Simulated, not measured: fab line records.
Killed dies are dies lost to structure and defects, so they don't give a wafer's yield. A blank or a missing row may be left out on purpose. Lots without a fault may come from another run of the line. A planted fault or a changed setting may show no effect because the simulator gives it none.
A lot that was struck, set against a sound lot ; flow sfq-line ; 13 steps out of a route of 325
Sound: the wafers L318.1, L318.2, L318.4. Wafers struck: L313.1, L313.4, L313.5. Last of all comes the cause.
For every step that has rows: the tool of each side, followed by ch and its chambers, followed by its first start. Under that, the readings that differ: sound wafers ; struck wafers ; difference of the means ; sigmas: that difference in standard deviations of wafers without a fault.
alike: readings whose means differ by less than 2 such deviations, and words and numbers that are the same on both sides. not compared: withheld readings, readings that some wafer has no value for, bounds like >300 that may hide the same value, and numbers for which the record gives no deviation and whose values overlap.
The two part at a step that has a row with sigmas, a row that says differs or no value, or rows on one side only. Numbers that don't overlap but have no deviation are shown without sigmas and don't part them. Lack of a reading on every wafer of one side parts them only where that side has two or more wafers.

SFQ_TRILAYER_I4_VIA_STRIP_STRIP_107: strips in O2.
  sound on rie-metal-04 ch 0,1, day 65 13:35; struck on rie-metal-04 ch 0,1, day 64 09:52
  alike: drypump-motor-current-A, oes-product-au
  not compared: rf-hours-counter-h
then, 2 steps without rows for these wafers: SFQ_TRILAYER_I4_VIA_STRIP_SOLV_CLEAN_108 (cleans in NMP, time 600 s); SFQ_TRILAYER_JJ_TRILAYER_DEP_PRE_CLEAN_113 (time 22.5 s).
SFQ_TRILAYER_JJ_TRILAYER_DEP_SPUTTER_109: material Nb, target thk 150 nm, time 100 s.
  sound: pvd-sputter-04 at day 65 14:23; struck: pvd-sputter-03 at day 64 10:40
  alike: throttle-valve-pct
SFQ_TRILAYER_JJ_TRILAYER_DEP_SPUTTER_110: material Al, target thk 8 nm, time 10 s.
  sound: pvd-sputter-04 at day 65 14:28; struck: pvd-sputter-03 at day 64 10:44
  alike: throttle-valve-pct
then, 1 step without rows for these wafers: SFQ_TRILAYER_JJ_TRILAYER_DEP_AL_OXIDATION_111 (oxidation time 600 s).
SFQ_TRILAYER_JJ_TRILAYER_DEP_SPUTTER_112: material Nb, target thk 170 nm, time 113.3 s.
  sound: pvd-sputter-04 at day 65 15:29; struck: pvd-sputter-03 at day 64 11:46
  alike: throttle-valve-pct
SFQ_JJ_RS_MEAS_929: measurement is done with a four-point probe.
  sound: film-metro-03 at day 65 15:34; struck: film-metro-02 at day 64 11:50
  alike: JJ_NB_RS
then, 3 steps without rows for these wafers: SFQ_TRILAYER_JJ_CE_LITHO_COAT_119 (resist thk 62 nm); SFQ_TRILAYER_JJ_CE_LITHO_COAT_114 (resist thk 600 nm); SFQ_TRILAYER_JJ_CE_LITHO_SOFTBAKE_118.
-- the record jumps here: 4 days lie between the struck wafers' starts before and after --
SFQ_TRILAYER_JJ_CE_LITHO_EXPOSE_115: exposes mask J5, target cd 700 nm.
  sound on krf-scanner-01 ch 0, day 70 03:14; struck on krf-scanner-02, day 68 20:40
  no value came back on the struck wafers for exposure-dose-mJ-cm2, focus-offset-nm (nm), sigma-outer; on the sound wafers exposure-dose-mJ-cm2 reads 14.392 14.387 14.383
  alike: mask
then, 1 step without rows for these wafers: SFQ_TRILAYER_JJ_CE_LITHO_PEB_117 (peb time 60 s).

## WHERE THEY PART
SFQ_TRILAYER_JJ_CE_LITHO_EXPOSE_115 only, going by this record.

WHY: whatever the simulator had introduced
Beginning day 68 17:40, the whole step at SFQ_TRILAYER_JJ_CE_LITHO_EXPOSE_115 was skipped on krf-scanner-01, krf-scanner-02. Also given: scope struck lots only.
